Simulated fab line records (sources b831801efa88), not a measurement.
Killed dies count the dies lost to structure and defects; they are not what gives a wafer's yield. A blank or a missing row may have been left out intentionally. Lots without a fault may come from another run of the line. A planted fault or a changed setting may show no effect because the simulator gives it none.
A struck lot beside a sound one    flow sfq_line    3 out of 325 route steps
Sound: the wafers L699.1, L699.2, L699.5. Struck: wafers L706.1, L706.2, L706.5. At the end, the cause is stated.
For every step that has rows: the tool of each side, followed by ch and its chambers, followed by its first start. Under that, the readings that differ: sound wafers    struck wafers    difference of the means    sigmas: that difference in standard deviations of wafers without a fault.
alike: readings whose means differ by less than 2 such deviations, and words and numbers that are the same on both sides. not compared: withheld readings, readings that some wafer has no value for, bounds like >300 that may hide the same value, and numbers for which the record gives no deviation and whose values overlap.
The two part at a step that has a row with sigmas, a row that says differs or no value, or rows on one side only. Numbers that have no deviation but don't overlap get no sigmas and don't part them. Lack of a reading on every wafer of one side parts them only where that side has two or more wafers.

SFQ_INCOMING_BOW_MEAS_900:
  sound on film_metro-01 at day 2 06:00; struck on film_metro-02 at day 3 17:00
  alike: INCOMING_BOW
SFQ_TRILAYER_INCOMING_OXIDATION_002: target thk 500 nm, ox time 4939 s.
  sound on furnace-01 ch 0, day 2 06:07; struck on furnace-02 ch 0, day 3 17:07
reading                                                    sound              struck                difference  sigmas
ox_time_s (s)                                              4939 4939 4939     3951.2 3951.2 3951.2  -987.8      
model.SiO2_of_TRILAYER_INCOMING_OXIDATION_002.thk_nm (nm)  502.1 500.2 501.9  426 424.1 427.7       -75         
  alike: ox_temp_c_max, spike_tc_top_C, tube_center_temp_C
SFQ_TRILAYER_L0_DEP_SPUTTER_003: material MoNx KI, target thk 40 nm, time 100 s.
  sound on pvd_sputter-04 at day 2 08:29; struck on pvd_sputter-06 at day 3 19:29
  alike: cathode_dc_power_W, chamber_pressure_pa, throttle_valve_pct

WHERE THEY PART
Nowhere in this record.

WHY: whatever the simulator had introduced
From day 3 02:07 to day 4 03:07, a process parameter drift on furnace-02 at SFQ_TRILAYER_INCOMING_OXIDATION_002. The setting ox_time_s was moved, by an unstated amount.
